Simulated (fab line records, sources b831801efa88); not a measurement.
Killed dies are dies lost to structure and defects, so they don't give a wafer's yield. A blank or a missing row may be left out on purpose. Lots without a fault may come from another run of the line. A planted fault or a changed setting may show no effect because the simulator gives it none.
Which tool did it? | flow sky130 | 11 lots, 33 wafers sampled, at 3 steps of a route of 708

WHAT THE GAUGES READ, wafer by wafer
SKY_METAL1_RS_MEAS_05: measures by four-point-probe. Usual: METAL1_ALCU_RS 0.1324 ohm/sq, standard deviation 0.0019.
lot  | measured     | on            | METAL1_ALCU_RS (ohm/sq) | flag
L790 | day 31 06:50 | film_metro-04 | 0.1347 0.1331 0.1320    |
L792 | day 32 04:52 | film_metro-03 | 0.1279 0.1289 0.1304    |
L793 | day 32 12:15 | film_metro-03 | 0.1304 0.1315 0.1321    |
L796 | day 33 13:34 | film_metro-03 | 0.1297 0.1301 0.1320    |
L800 | day 34 21:19 | film_metro-01 | 0.1377 0.1338 0.1370    |
L805 | day 36 11:33 | film_metro-04 | 0.1293 0.1298 0.1308    |
L806 | day 37 10:08 | film_metro-04 | 0.1329 0.1333 0.1310    |
L807 | day 38 14:26 | film_metro-01 | 0.1320 0.1343 0.1333    |
L809 | day 38 15:31 | film_metro-01 | 0.1327 0.1324 0.1342    |
L811 | day 38 15:52 | film_metro-01 | 0.1330 0.1301 0.1320    |
L812 | day 38 21:08 | film_metro-01 | 0.1322 0.1324 0.1345    |

WHICH TOOL RAN EACH LOT (tool, then ch and the chambers of the sampled wafers, then the start)
lot  | SKY_CONTACT_ETCH_17                | SKY_CONTACT_STRIP_19
L790 | rie_diel-04 ch 1,2, day 31 05:19   | plasma_asher-04 ch 0,1, day 31 05:25
L792 | rie_diel-01 ch 1,2,3, day 32 03:22 | plasma_asher-01 ch 0,1, day 32 03:28
L793 | rie_diel-04 ch 0,1,3, day 32 10:44 | plasma_asher-03 ch 0,1, day 32 10:49
L796 | rie_diel-04 ch 0,1,2, day 33 12:05 | plasma_asher-03 ch 0,1, day 33 12:10
L800 | rie_diel-01 ch 1,2,3, day 34 19:50 | plasma_asher-03 ch 0,1, day 34 19:55
L805 | rie_diel-04 ch 0,1,3, day 36 10:01 | plasma_asher-04 ch 0,1, day 36 10:06
L806 | rie_diel-02 ch 1,2,3, day 37 08:37 | plasma_asher-03 ch 0,1, day 37 08:43
L807 | rie_diel-04 ch 0,1, day 38 12:37   | plasma_asher-01 ch 0,1, day 38 12:42
L809 | rie_diel-02 ch 1,2, day 38 13:32   | plasma_asher-03 ch 0, day 38 13:41
L811 | rie_diel-02 ch 1,2,3, day 38 14:14 | plasma_asher-04 ch 0,1, day 38 14:21
L812 | rie_diel-02 ch 1,2,3, day 38 19:37 | plasma_asher-01 ch 0,1, day 38 19:42
- SKY_CONTACT_ETCH_17: etches SiO2 in C4F8/O2/Ar, stops on Si3N4, target depth 340 nm.
- SKY_CONTACT_STRIP_19: strips in O2/N2.

WHAT THE TOOLS THEMSELVES READ (means of the sampled wafers that have a number; where no wafer has one, the mark that the record gives instead)
SKY_CONTACT_ETCH_17. Usual: oes_product_au 0.892 a.u., standard deviation 0.0048.
lot  | tool        | oes_product_au (a.u.) | flag
L790 | rie_diel-04 | 0.889                 |
L792 | rie_diel-01 | 0.898                 |
L793 | rie_diel-04 | 0.892                 |
L796 | rie_diel-04 | 0.893                 |
L800 | rie_diel-01 | 0.889                 |
L805 | rie_diel-04 | 0.891                 |
L806 | rie_diel-02 | 0.896                 |
L807 | rie_diel-04 | 0.894                 |
L809 | rie_diel-02 | 0.888                 |
L811 | rie_diel-02 | 0.887                 |
L812 | rie_diel-02 | 0.891                 |

SKY_CONTACT_STRIP_19. Usual: drypump_motor_current_A 5.6 A, standard deviation 0.32; o2_flow_sccm 2999 sccm, standard deviation 9.6; oes_product_au 0.381 a.u., standard deviation 0.0044; strip_time_to_endpoint_s 3.62 s, standard deviation 0.032.
lot  | tool            | drypump_motor_current_A (A) | o2_flow_sccm (sccm) | oes_product_au (a.u.) | strip_time_to_endpoint_s (s) | flag
L790 | plasma_asher-04 | 5.4                         | 2998                | 0.380                 | 3.62                         |
L792 | plasma_asher-01 | 5.4                         | 3002                | 0.378                 | 3.60                         |
L793 | plasma_asher-03 | 5.8                         | 2996                | 0.382                 | 3.64                         |
L796 | plasma_asher-03 | 5.9                         | 3003                | 0.378                 | 3.59                         |
L800 | plasma_asher-03 | 5.8                         | 3007                | 0.381                 | 3.59                         |
L805 | plasma_asher-04 | 5.3                         | 2999                | 0.378                 | 3.63                         |
L806 | plasma_asher-03 | 5.8                         | 2996                | 0.380                 | 3.60                         |
L807 | plasma_asher-01 | 5.1                         | 3002                | 0.378                 | 3.58                         |
L809 | plasma_asher-03 | 5.8                         | 3007                | 0.378                 | 3.63                         |
L811 | plasma_asher-04 | 5.4                         | 2996                | 0.383                 | 3.63                         |
L812 | plasma_asher-01 | 5.1                         | 3002                | 0.383                 | 3.61                         |

THE ANSWER, worked out from the rows above alone
Rule: a lot is off if the mean of its wafers that have a number lies more than 3 standard deviations from the usual mean. A lot without any number at a reading at which 4 lots or more have one is off too. The other lots that the step has rows for count as sound. The gauges are gone through in route order, then the tools' own readings, and for those a lot's mean is taken as printed above. The first step at which some lot is off is used, and at that step the reading that is off furthest; a lot without a number counts as furthest.
No lot is off at any reading shown: from this, nothing can be told.

WHAT THE SIMULATOR HAD PUT IN
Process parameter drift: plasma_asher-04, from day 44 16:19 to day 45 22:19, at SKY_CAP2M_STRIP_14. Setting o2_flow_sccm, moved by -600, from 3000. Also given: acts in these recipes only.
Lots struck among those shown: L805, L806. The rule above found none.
